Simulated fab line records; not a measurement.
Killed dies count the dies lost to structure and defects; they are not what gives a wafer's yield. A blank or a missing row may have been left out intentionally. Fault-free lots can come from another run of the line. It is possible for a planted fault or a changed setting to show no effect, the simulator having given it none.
Which of the tools did it? | flow gf180mcu | 72 wafers from 24 lots sampled at 2 of the route's 602 steps

## WHAT THE GAUGES READ, wafer by wafer
GF_POLY_GATE_CD_MEAS_10: the cd target is 280 nm.
lot  | measured     | on       | cdNm (nm)
L074 | day 9 06:22  | cdSem-02 | 279.9 279.0 280.3
L075 | day 9 10:34  | cdSem-01 | 278.4 278.9 278.7
L076 | day 9 15:56  | cdSem-02 | 283.2 283.4 284.2
L077 | day 9 22:31  | cdSem-02 | 279.3 279.2 277.6
L078 | day 10 09:02 | cdSem-02 | 280.5 279.7 277.9
L079 | day 10 16:58 | cdSem-01 | 279.3 279.2 279.2
L080 | day 10 22:59 | cdSem-02 | 281.1 280.6 280.9
L081 | day 11 08:32 | cdSem-01 | 279.1 279.9 279.8
L082 | day 11 13:01 | cdSem-01 | 279.5 279.5 279.3
L083 | day 11 20:12 | cdSem-02 | 280.7 278.8 279.3
L084 | day 12 07:53 | cdSem-02 | 277.3 277.9 278.5
L085 | day 12 14:43 | cdSem-01 | 280.7 279.5 280.8
L086 | day 12 21:52 | cdSem-01 | 281.5 280.2 280.6
L087 | day 13 03:43 | cdSem-02 | 279.8 278.5 278.0
L088 | day 13 09:36 | cdSem-01 | 281.8 282.3 281.6
L089 | day 13 16:05 | cdSem-02 | 281.0 280.1 280.1
L090 | day 13 23:19 | cdSem-01 | 280.4 279.0 280.1
L091 | day 14 05:04 | cdSem-02 | 279.2 279.7 278.5
L092 | day 14 12:59 | cdSem-02 | 280.6 282.5 283.1
L093 | day 14 21:34 | cdSem-02 | 279.9 280.0 280.3
L094 | day 15 06:17 | cdSem-01 | 281.5 281.1 280.9
L095 | day 15 07:40 | cdSem-01 | 280.8 280.8 281.9
L096 | day 15 16:37 | cdSem-02 | 278.8 280.5 278.3
L097 | day 16 01:14 | cdSem-01 | 279.0 279.8 279.0

GF_V3_THK_MEAS_03.
lot  | measured     | on           | V3_CVD_02_THK (nm)
L074 | day 21 07:47 | filmMetro-01 | 846 850 845
L075 | day 21 15:34 | filmMetro-01 | 852 855 854
L076 | day 22 02:12 | filmMetro-02 | 841 866 850
L077 | day 22 07:48 | filmMetro-04 | 840 847 856
L078 | day 22 20:50 | filmMetro-04 | 841 861 863
L079 | day 23 08:32 | filmMetro-01 | 852 851 852
L080 | day 23 15:14 | filmMetro-01 | 859 863 867
L081 | day 24 03:58 | filmMetro-01 | 854 850 857
L082 | day 24 11:35 | filmMetro-02 | 840 846 860
L083 | day 24 17:22 | filmMetro-01 | 842 857 854
L084 | day 25 05:36 | filmMetro-02 | 856 842 853
L085 | day 25 12:08 | filmMetro-04 | 859 849 870
L086 | day 25 20:42 | filmMetro-01 | 841 861 849
L087 | day 26 02:50 | filmMetro-01 | 831 857 859
L088 | day 26 10:18 | filmMetro-02 | 863 863 870
L089 | day 26 14:17 | filmMetro-02 | 845 853 853
L090 | day 26 20:32 | filmMetro-02 | 841 845 856
L091 | day 27 07:03 | filmMetro-01 | 851 867 867
L092 | day 27 16:03 | filmMetro-01 | 838 841 865
L093 | day 27 20:35 | filmMetro-02 | 843 846 856
L094 | day 28 05:11 | filmMetro-04 | 810 834 840
L095 | day 28 05:29 | filmMetro-02 | 841 831 839
L096 | day 28 11:37 | filmMetro-02 | 831 833 847
L097 | day 28 21:21 | filmMetro-04 | 837 855 835

## WHAT TOOL EACH LOT RAN ON (gives the tool, then ch and the chambers of the sampled wafers, and finally the start)
Record: no process step prior to these readings.

## AS READ BY THE TOOLS THEMSELVES (means over the sampled wafers that have a number; for cases with no such wafer, the mark the record gives instead)
The record holds no such reading with a usual standard deviation.

## THE ANSWER, worked out from the rows above alone
Rule: the lots themselves supply what counts as usual. Put in order of their means at a reading, lots are off if they are a third of the lots or fewer, leave a main group of 4 or more, and stand apart from it by a gap of 3 or more times the standard deviation of the main group's means; of several such gaps the widest counts. A main group whose means are all the same, to the digits that the tables above print for the reading, isn't used. Also off: a lot with no number at a reading for which 4 or more lots have one. Any other lot the step has rows for is counted as sound. After the gauges, taken in route order, come the tools' own readings; for these a lot's mean is taken, as printed above. The first step at which some lot is off is used, and at that step the reading that is off furthest; a lot without a number counts as furthest.
None of the lots is off at any reading shown; this tells nothing.

## WHAT THE SIMULATOR HAD PUT IN
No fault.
